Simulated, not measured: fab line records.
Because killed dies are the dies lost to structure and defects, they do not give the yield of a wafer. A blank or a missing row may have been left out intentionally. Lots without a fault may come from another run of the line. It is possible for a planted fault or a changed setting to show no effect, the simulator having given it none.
Code-filled problem report in 8D (eight disciplines) form | flow sky130 | the parts of the form that need people (team, actions taken, sign-off) are left out

== 1. WHAT WENT WRONG ==
Wafers free of any fault read 219.2 (standard deviation 1.6) for VT_ADJUST_NCORE_TW at SKY_VT_ADJUST_NCORE_TW_MEAS_11, against a mean of 234.0 on 6 wafers of 2 lots. Measured from the usual mean, that is +9.2 standard deviations.
First seen on wafer L968.2, day 11 18:35, on film_metro-02. The record has a number at this step for 36 wafers belonging to 12 lots. Rule for "out", or "out of limits": more than 4 standard deviations from the usual mean. The other wafers with a number count as sound.

== 2. WHAT THIS IS AND IS NOT ==
question                    | is                     | is not
which readings at this step | VT_ADJUST_NCORE_TW     | -
which lots                  | L968, L972             | L959, L961, L962, L966, L969, L977, L978, L979, L980, L981
which wafers of those lots  | all that have a number | -
read on which gauges        | film_metro-02          | film_metro-01, film_metro-03
when                        | from day 11 18:35      | up to then (12 sound wafers); but 18 sound wafers of L969, L977, L978, L979, L980, L981 came after

== 3. SUSPECTS, AND WHAT RULES EACH OUT ==
Counting: a tool at any process step up to the reading remains a suspect when it ran all the lots that are out and ran no sound lot after the first of those.
- ruled out: the gauge at SKY_VT_ADJUST_NCORE_TW_MEAS_11. All the wafers that are out were read on film_metro-02, but those of them that SKY_VT_ADJUST_NCORE_IMPLANT_09 has rows for are out there too, on other tools.
- implanter-01 at SKY_VT_ADJUST_NCORE_IMPLANT_09: ruled out as a lasting fault. The sound lots L980 went through it after L968, its earliest lot that is out (day 11 18:20).
Left after counting: nothing in the record.

== 4. THE CAUSE (what the simulator had put in) ==
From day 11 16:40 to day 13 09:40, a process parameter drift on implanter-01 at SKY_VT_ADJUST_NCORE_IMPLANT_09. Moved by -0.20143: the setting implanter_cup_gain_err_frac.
It was ruled out by counting, in error; the rule expects a fault to strike all lots run on its tool from its start on, and this fault did not.

== 5. THE EFFECT CHAIN, in route order ==
One row per reading whose mean, taken over the struck wafers that have a number, lies over 3 standard deviations from the usual. Only readings for which the record gives a usual standard deviation are gone through. hours: the time from each lot's start at the first step in this table that gives one to its start at this step, as a median over the lots. sigmas: the change in usual standard deviations.
hours | step                           | reading            | usual   | on struck wafers | change | sigmas
0     | SKY_VT_ADJUST_NCORE_IMPLANT_09 | beam_on_s          | 10.01 s | 12.42            | +2.41  | +12
0     | SKY_VT_ADJUST_NCORE_IMPLANT_09 | faraday_current_uA | 13.52   | 10.89            | -2.63  | -9.7
0     | SKY_VT_ADJUST_NCORE_TW_MEAS_11 | VT_ADJUST_NCORE_TW | 219.2   | 234.0            | +14.8  | +9.2
The process steps in it:
- SKY_VT_ADJUST_NCORE_IMPLANT_09
At these later measuring or inspecting steps, every struck wafer for which the step has a row has a number for every such reading, and none has moved that far: SKY_VIA2_BOW_MEAS_03.

== 6. HOW IT WOULD HAVE BEEN CAUGHT EARLIER ==
2 hours passed between the start of the fault at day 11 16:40 and the first reading out of limits at a measuring or inspecting step in this record, taken at day 11 18:35.
At SKY_VT_ADJUST_NCORE_IMPLANT_09, the tool's own readings (beam_on_s, faraday_current_uA) were out on each struck wafer the step has a row for, so an alarm limit on them would have fired on the first such wafer.
